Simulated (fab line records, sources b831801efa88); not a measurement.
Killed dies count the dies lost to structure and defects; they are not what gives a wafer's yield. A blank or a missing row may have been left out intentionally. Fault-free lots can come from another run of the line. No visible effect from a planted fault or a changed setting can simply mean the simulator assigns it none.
A lot that was struck, set against a sound lot | flow sky130 | 15 out of 708 route steps
Sound: the wafers L116.1, L116.2, L116.5. The struck wafers were L124.1, L124.2, L124.4. The cause is given at the end.
Each step with rows lists, per side, the tool, then ch with its chambers, then its first start. Under that, the readings that differ: sound wafers | struck wafers | difference of the means | sigmas: that difference in standard deviations of wafers without a fault.
alike: words and numbers the same on both sides, and readings whose means are apart by under 2 such deviations; not compared: readings that were withheld, readings missing a value for some wafer, numbers with overlapping values and no deviation given by the record, and bounds like >300 which may hide the same value.
A row with sigmas, a row that says differs or no value, or rows on one side alone: a step with any of these is where the two part. When numbers do not overlap yet have no deviation, they are printed without sigmas and do not part them. A reading missing from all wafers of one side parts the sides only when that side holds two or more wafers.

SKY_METAL1_DESCUM_17: chemistry O2, time 8 s.
  sound on rie metal-03 ch 0,1, day 35 09:00; struck on rie metal-03 ch 0,1, day 38 00:51
  alike: drypump motor current A, oes product au
  not compared: rf hours counter h
SKY_METAL1_ETCH_18: etches BARC in N2/H2, stops on SiO2, time 45.9 s, target depth 60 nm.
  sound on rie metal-03 ch 0,1, day 35 09:03; struck on rie metal-03 ch 0,1, day 38 00:53
  alike: drypump motor current A, oes product au, throttle valve pct
  not compared: rf hours counter h
SKY_METAL1_METAL_ETCH_19: etches the open film in Cl2/BCl3, stops on SiO2, target depth 360 nm, time 78 s.
  sound on rie metal-03 ch 0,1, day 35 09:08; struck on rie metal-03 ch 0,1, day 38 00:57
  alike: drypump motor current A, oes product au, throttle valve pct
  not compared: rf hours counter h
SKY_METAL1_STRIP_20: strips in O2/N2.
  sound on plasma asher-02 ch 0,1, day 35 09:15; struck on plasma asher-04 ch 0,1, day 38 01:02
  alike: drypump motor current A, oes product au, strip time to endpoint s
  not compared: rf hours counter h
then, 4 steps without rows for these wafers: SKY_METAL1_STRIP_21 (strips in post etch residue remover, time 1200 s); SKY_METAL1_CLEAN_22 (cleans in IPA, time 180 s); SKY_METAL1_CLEAN_23 (cleans in O3/DIW); SKY_VIA1_HDPCVD_00 (deposits SiO2, target thk 1030 nm, time 171.7 s).
SKY_VIA1_THK_MEAS_01:
  struck on film metro-04, day 38 01:44; sound on film metro-04, day 35 09:57
  alike: VIA1_HDPCVD_THK
SKY_VIA1_CMP_02: polishes SiO2.
  sound on cmp-02 ch 0,1,2, day 35 10:01; struck on cmp-02 ch 0,1,2, day 38 01:48
  alike: motor current A, slurry filter dp kPa
SKY_VIA1_BOW_MEAS_03:
  struck on film metro-02, day 38 02:06; sound on film metro-04, day 35 10:19
  alike: VIA1_BOW
then, 1 step without rows for these wafers: SKY_VIA1_DEHYDRATE_04 (time 60 s).
SKY_VIA1_HMDS_05: prime time 60 s.
  sound on litho track-01 ch 0, day 35 23:06; struck on litho track-01 ch 0, day 38 14:21
  reading          | sound                | struck               | difference | sigmas
  prime temp c (C) | 120.28 120.49 120.10 | 123.19 123.06 123.28 | +2.89      | +19
then, 1 step without rows for these wafers: SKY_VIA1_COAT_06 (resist thk 60 nm).
-- the record jumps here: 11 days lie between the struck wafers' starts before and after (it left off in module VIA1 and takes up again in module PAD_OPEN, whose first step shown is number 708 of the route) --
SKY_PAD_OPEN_PROBE_99:
  only the struck wafers here have rows in the record (prober-02, day 49 22:50); the sound ones have none

== WHERE THEY PART ==
First at SKY_VIA1_HMDS_05; last, within this record, at SKY_PAD_OPEN_PROBE_99.

WHY: what the simulator had put in
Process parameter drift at SKY_VIA1_HMDS_05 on litho track-01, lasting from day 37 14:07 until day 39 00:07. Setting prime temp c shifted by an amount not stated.
